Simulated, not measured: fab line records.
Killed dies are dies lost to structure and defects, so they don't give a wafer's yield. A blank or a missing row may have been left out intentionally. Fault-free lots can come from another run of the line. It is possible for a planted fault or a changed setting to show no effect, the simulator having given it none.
Tool commonality check -- flow gf180mcu -- 13 lots and 39 wafers in the sample

## REASON IT WAS OPENED
2 of 13 lots carry a flag on the reading LVPWELL_TW at GF_LVPWELL_TW_MEAS_11. No-fault wafers: 558, standard deviation 3.7.
Rule: a lot is flagged in two cases, either no wafer of it has a number, or all its wafers with numbers fall more than 4 standard deviations from that mean. All remaining lots are regarded as sound.

lot,measured,on,"LVPWELL_TW, wafer by wafer",flag
L648,day 4 00:50,filmMetro-03,550 554 552,
L649,day 4 03:48,filmMetro-04,559 559 562,
L650,day 4 07:55,filmMetro-03,555 549 555,
L651,day 4 14:25,filmMetro-02,559 561 560,
L652,day 4 20:34,filmMetro-04,563 558 560,
L654,day 5 07:34,filmMetro-03,555 552 556,
L656,day 5 19:44,filmMetro-04,575 579 574,FLAGGED
L657,day 6 00:19,filmMetro-04,576 575 575,FLAGGED
L663,day 7 10:16,filmMetro-04,561 560 562,
L665,day 7 20:57,filmMetro-02,560 559 561,
L667,day 8 07:38,filmMetro-04,562 565 563,
L669,day 8 20:50,filmMetro-04,564 564 565,
L670,day 9 00:42,filmMetro-02,560 558 559,
On average the flagged lots' numbers are 576, which is +18 against the usual, or +5 standard deviations.

## WHICH TOOL RAN EACH LOT
The record holds 1 process step before the reading, out of a route of 602 steps. Every cell lists first the tool, next ch and the chambers used by the sampled wafers, and last the start.
lot,flag,GF_LVPWELL_IMPLANT_09
L648,,"implanter-04 ch 0, day 4 00:35"
L649,,"implanter-02 ch 0, day 4 03:34"
L650,,"implanter-04 ch 0, day 4 07:41"
L651,,"implanter-03 ch 0, day 4 14:11"
L652,,"implanter-04 ch 0, day 4 20:19"
L654,,"implanter-03 ch 0, day 5 07:20"
L656,FLAGGED,"implanter-04 ch 0, day 5 19:29"
L657,FLAGGED,"implanter-04 ch 0, day 6 00:06"
L663,,"implanter-03 ch 0, day 7 10:02"
L665,,"implanter-03 ch 0, day 7 20:42"
L667,,"implanter-02 ch 0, day 8 07:23"
L669,,"implanter-02 ch 0, day 8 20:35"
L670,,"implanter-02 ch 0, day 9 00:28"
These steps, and what they do:
- GF_LVPWELL_IMPLANT_09
- GF_LVPWELL_TW_MEAS_11

## FLAGGED OVER TOTAL, TOOL BY TOOL (the gauges that took the reading come last)
step,tool,lots run,flagged,share of the flagged lots,sound lots run after its first flagged lot
GF_LVPWELL_IMPLANT_09,implanter-02,4,0,none,-
GF_LVPWELL_IMPLANT_09,implanter-03,4,0,none,-
GF_LVPWELL_IMPLANT_09,implanter-04,5,2,all,0
GF_LVPWELL_TW_MEAS_11,filmMetro-02,3,0,none,-
GF_LVPWELL_TW_MEAS_11,filmMetro-03,3,0,none,-
GF_LVPWELL_TW_MEAS_11,filmMetro-04,7,2,all,"3 (L663,L667,L669)"

## WHAT THE TABLE ALLOWS
implanter-04 at GF_LVPWELL_IMPLANT_09 and filmMetro-04 at GF_LVPWELL_TW_MEAS_11 are the 2 rows of the table that ran each flagged lot.
- implanter-04 at GF_LVPWELL_IMPLANT_09 ran 5 lots, 2 of them flagged. It ran its last sound lot, L652, at day 4 20:19 and its first flagged lot, L656, at day 5 19:29: a fault with its onset between the two fits. Its own readings (tiltDeg) fall more than 4 standard deviations out on all wafers of the flagged lots.
- filmMetro-04 at GF_LVPWELL_TW_MEAS_11 ran 7 lots, 2 of them flagged. Sound lots followed the first flagged one (L663, L667, L669) on it, something a lasting fault affecting the whole tool could not allow.
What remains is a single tool, implanter-04 at GF_LVPWELL_IMPLANT_09.

## WHAT WAS PUT IN BY THE SIMULATOR
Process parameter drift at GF_LVPWELL_IMPLANT_09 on implanter-04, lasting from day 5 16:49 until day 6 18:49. Setting tiltDeg shifted by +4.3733 from 0. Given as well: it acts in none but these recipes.
Lots struck among those shown: L656, L657. This agrees with what the rule above found.
